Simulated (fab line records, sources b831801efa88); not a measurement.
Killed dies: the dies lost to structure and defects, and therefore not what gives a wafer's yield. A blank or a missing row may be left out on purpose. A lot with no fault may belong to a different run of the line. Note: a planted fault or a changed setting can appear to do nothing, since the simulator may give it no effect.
Chamber matching / flow gf180mcu / GF_V4_CVD_02 on pecvd-02 has 3 sister chambers
The step deposits SiO2 from TEOS, target thk 850 nm, time 94.851 s. 16 wafers are shown with their chamber, then 8 later ones without.

## WAFERS PAIRED WITH THEIR CHAMBERS
wafer=L076.1; chamber=0; heater-power-outer-w (W)=284; heater-power-w (W)=538; rf-fwd-power-W (W)=596.7
wafer=L076.5; chamber=0; heater-power-outer-w (W)=324; heater-power-w (W)=580; rf-fwd-power-W (W)=596.1
wafer=L076.6; chamber=1; heater-power-outer-w (W)=325; heater-power-w (W)=532; rf-fwd-power-W (W)=599.5
wafer=L080.3; chamber=1; heater-power-outer-w (W)=382; heater-power-w (W)=613; rf-fwd-power-W (W)=596.6
wafer=L080.4; chamber=1; heater-power-outer-w (W)=411; heater-power-w (W)=638; rf-fwd-power-W (W)=598.9
wafer=L080.5; chamber=0; heater-power-outer-w (W)=351; heater-power-w (W)=626; rf-fwd-power-W (W)=594.8
wafer=L079.2; chamber=1; heater-power-outer-w (W)=438; heater-power-w (W)=678; rf-fwd-power-W (W)=594.3
wafer=L079.5; chamber=0; heater-power-outer-w (W)=339; heater-power-w (W)=625; rf-fwd-power-W (W)=594.0
wafer=L079.6; chamber=1; heater-power-outer-w (W)=328; heater-power-w (W)=545; rf-fwd-power-W (W)=595.0
wafer=L081.3; chamber=1; heater-power-outer-w (W)=425; heater-power-w (W)=664; rf-fwd-power-W (W)=598.1
wafer=L081.5; chamber=1; heater-power-outer-w (W)=331; heater-power-w (W)=537; rf-fwd-power-W (W)=599.8
wafer=L081.6; chamber=2; heater-power-outer-w (W)=387; heater-power-w (W)=665; rf-fwd-power-W (W)=597.7
wafer=L083.2; chamber=0; heater-power-outer-w (W)=291; heater-power-w (W)=533; rf-fwd-power-W (W)=595.1
wafer=L083.3; chamber=1; heater-power-outer-w (W)=436; heater-power-w (W)=663; rf-fwd-power-W (W)=600.2
wafer=L083.6; chamber=0; heater-power-outer-w (W)=319; heater-power-w (W)=587; rf-fwd-power-W (W)=594.5
wafer=L086.1; chamber=0; heater-power-outer-w (W)=315; heater-power-w (W)=579; rf-fwd-power-W (W)=597.0

SIGNATURES, as means of the wafers listed above
reading=heater-power-outer-w; chamber 0=317.57; chamber 1=384.50; chamber 2=387.00; scatter within a chamber=40.1
reading=heater-power-w; chamber 0=581.14; chamber 1=608.75; chamber 2=665.00; scatter within a chamber=51.8
reading=rf-fwd-power-W; chamber 0=595.457; chamber 1=597.800; chamber 2=597.700; scatter within a chamber=1.83
Rule: a wafer's distance from a chamber is the root of the sum, over the readings, of the square of ((its reading less the chamber's mean) divided by the reading's scatter). The wafer belongs to the nearest chamber; if the next one is less than 2 further off, it can't be placed. How the scatter is found: for the shown wafers, subtract from each reading the mean of its chamber, square and add these, divide the total by (wafers less chambers), then take the root.

## WAFERS WHOSE CHAMBER IS MISSING
wafer=L086.5; heater-power-outer-w (W)=389; heater-power-w (W)=682; rf-fwd-power-W (W)=597.1
wafer=L086.6; heater-power-outer-w (W)=386; heater-power-w (W)=616; rf-fwd-power-W (W)=596.0
wafer=L091.4; heater-power-outer-w (W)=250; heater-power-w (W)=486; rf-fwd-power-W (W)=592.7
wafer=L091.5; heater-power-outer-w (W)=329; heater-power-w (W)=539; rf-fwd-power-W (W)=596.1
wafer=L091.6; heater-power-outer-w (W)=311; heater-power-w (W)=572; rf-fwd-power-W (W)=595.8
wafer=L096.1; heater-power-outer-w (W)=416; heater-power-w (W)=733; rf-fwd-power-W (W)=593.6
wafer=L096.4; heater-power-outer-w (W)=341; heater-power-w (W)=602; rf-fwd-power-W (W)=598.3
wafer=L096.5; heater-power-outer-w (W)=430; heater-power-w (W)=658; rf-fwd-power-W (W)=596.5

## EACH ONE'S CHAMBER
wafer=L086.5; from the rows above=can't be placed: 2 or 1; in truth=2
wafer=L086.6; from the rows above=can't be placed: 1 or 2 or 0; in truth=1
wafer=L091.4; from the rows above=0; in truth=0
wafer=L091.5; from the rows above=can't be placed: 0 or 1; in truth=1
wafer=L091.6; from the rows above=can't be placed: 0 or 1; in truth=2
wafer=L096.1; from the rows above=can't be placed: 2 or 1 or 0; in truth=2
wafer=L096.4; from the rows above=can't be placed: 1 or 2 or 0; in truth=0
wafer=L096.5; from the rows above=can't be placed: 2 or 1 or 0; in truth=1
Correctly placed: 1 of 8. Can't be placed from these rows: 7 (the true chamber is among the candidates in 6). Number placed wrongly: 0.
